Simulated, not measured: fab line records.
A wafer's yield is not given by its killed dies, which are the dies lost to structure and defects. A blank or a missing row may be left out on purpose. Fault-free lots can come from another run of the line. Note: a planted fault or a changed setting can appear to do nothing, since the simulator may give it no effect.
Which tool did it? || flow gf180mcu || 36 wafers from 12 lots sampled at 2 of the route's 602 steps

## WHAT THE GAUGES SHOWED, per wafer
GF_TOP_METAL_RS_MEAS_05: measurement is done with a four-point probe. Usual: TOP_METAL_ALCU_RS typically reads 0.0331 ohm/sq, with standard deviation 0.00042.
{"lot": "L943", "measured": "day 27 22:26", "on": "filmMetro-03", "TOP_METAL_ALCU_RS (ohm/sq)": "0.0341 0.0335 0.0330", "flag": ""}
{"lot": "L944", "measured": "day 28 00:42", "on": "filmMetro-04", "TOP_METAL_ALCU_RS (ohm/sq)": "0.0329 0.0329 0.0335", "flag": ""}
{"lot": "L945", "measured": "day 28 01:59", "on": "filmMetro-03", "TOP_METAL_ALCU_RS (ohm/sq)": "0.0334 0.0334 0.0337", "flag": ""}
{"lot": "L946", "measured": "day 28 20:05", "on": "filmMetro-02", "TOP_METAL_ALCU_RS (ohm/sq)": "0.0330 0.0332 0.0334", "flag": ""}
{"lot": "L947", "measured": "day 29 09:00", "on": "filmMetro-03", "TOP_METAL_ALCU_RS (ohm/sq)": "0.0333 0.0334 0.0331", "flag": ""}
{"lot": "L950", "measured": "day 29 22:43", "on": "filmMetro-03", "TOP_METAL_ALCU_RS (ohm/sq)": "0.0335 0.0332 0.0336", "flag": ""}
{"lot": "L952", "measured": "day 30 11:10", "on": "filmMetro-03", "TOP_METAL_ALCU_RS (ohm/sq)": "0.0334 0.0329 0.0332", "flag": ""}
{"lot": "L954", "measured": "day 31 01:44", "on": "filmMetro-03", "TOP_METAL_ALCU_RS (ohm/sq)": "0.0327 0.0322 0.0323", "flag": ""}
{"lot": "L955", "measured": "day 31 06:15", "on": "filmMetro-02", "TOP_METAL_ALCU_RS (ohm/sq)": "0.0337 0.0332 0.0328", "flag": ""}
{"lot": "L963", "measured": "day 33 03:44", "on": "filmMetro-04", "TOP_METAL_ALCU_RS (ohm/sq)": "0.0332 0.0338 0.0335", "flag": ""}
{"lot": "L962", "measured": "day 33 04:22", "on": "filmMetro-03", "TOP_METAL_ALCU_RS (ohm/sq)": "0.0325 0.0330 0.0326", "flag": ""}
{"lot": "L965", "measured": "day 33 15:58", "on": "filmMetro-03", "TOP_METAL_ALCU_RS (ohm/sq)": "0.0332 0.0329 0.0329", "flag": ""}

GF_TOP_METAL_OVL_MEAS_15. Usual: TOP_METAL_OVL typically reads 0.6 nm, with standard deviation 1.2.
{"lot": "L943", "measured": "day 28 17:52", "on": "overlay-01", "TOP_METAL_OVL (nm)": "0.7 2.2 0.0", "flag": ""}
{"lot": "L944", "measured": "day 28 20:28", "on": "overlay-02", "TOP_METAL_OVL (nm)": "0.2 1.1 2.0", "flag": ""}
{"lot": "L945", "measured": "day 28 21:38", "on": "overlay-02", "TOP_METAL_OVL (nm)": "0.9 -1.0 1.4", "flag": ""}
{"lot": "L946", "measured": "day 29 15:44", "on": "overlay-01", "TOP_METAL_OVL (nm)": "0.6 0.3 1.2", "flag": ""}
{"lot": "L947", "measured": "day 30 04:05", "on": "overlay-01", "TOP_METAL_OVL (nm)": "0.4 0.9 0.4", "flag": ""}
{"lot": "L950", "measured": "day 30 16:46", "on": "overlay-02", "TOP_METAL_OVL (nm)": "0.8 -0.9 -0.1", "flag": ""}
{"lot": "L952", "measured": "day 31 05:12", "on": "overlay-02", "TOP_METAL_OVL (nm)": "0.5 1.2 1.1", "flag": ""}
{"lot": "L954", "measured": "day 31 19:22", "on": "overlay-02", "TOP_METAL_OVL (nm)": "1.9 1.9 1.1", "flag": ""}
{"lot": "L955", "measured": "day 31 23:49", "on": "overlay-02", "TOP_METAL_OVL (nm)": "2.8 3.9 1.6", "flag": ""}
{"lot": "L963", "measured": "day 33 18:43", "on": "overlay-02", "TOP_METAL_OVL (nm)": "0.0 0.9 0.3", "flag": ""}
{"lot": "L962", "measured": "day 33 19:08", "on": "overlay-01", "TOP_METAL_OVL (nm)": "-3.3 -1.6 -2.2", "flag": ""}
{"lot": "L965", "measured": "day 34 06:26", "on": "overlay-02", "TOP_METAL_OVL (nm)": "-1.3 1.7 0.6", "flag": ""}

## TOOL THAT RAN EACH LOT (tool first, then ch and the chambers of the sampled wafers, then the start)
The record shows no process step preceding these readings.

## AS READ BY THE TOOLS THEMSELVES (means over the sampled wafers that have a number; for cases with no such wafer, the mark the record gives instead)
The record holds no such reading with a usual standard deviation.

## THE ANSWER, worked out from the rows above alone
Rule: a lot counts as off when the mean over its wafers that have a number is more than 3 standard deviations away from the usual mean. A lot without any number at a reading at which 4 lots or more have one is off too. All remaining lots with rows at the step are treated as sound. After the gauges, taken in route order, come the tools' own readings; for these a lot's mean is taken, as printed above. The first step at which some lot is off is used, and at that step the reading that is off furthest; a lot without a number counts as furthest.
No lot is off at any reading shown: from this, nothing can be told.

## WHAT WAS PUT IN BY THE SIMULATOR
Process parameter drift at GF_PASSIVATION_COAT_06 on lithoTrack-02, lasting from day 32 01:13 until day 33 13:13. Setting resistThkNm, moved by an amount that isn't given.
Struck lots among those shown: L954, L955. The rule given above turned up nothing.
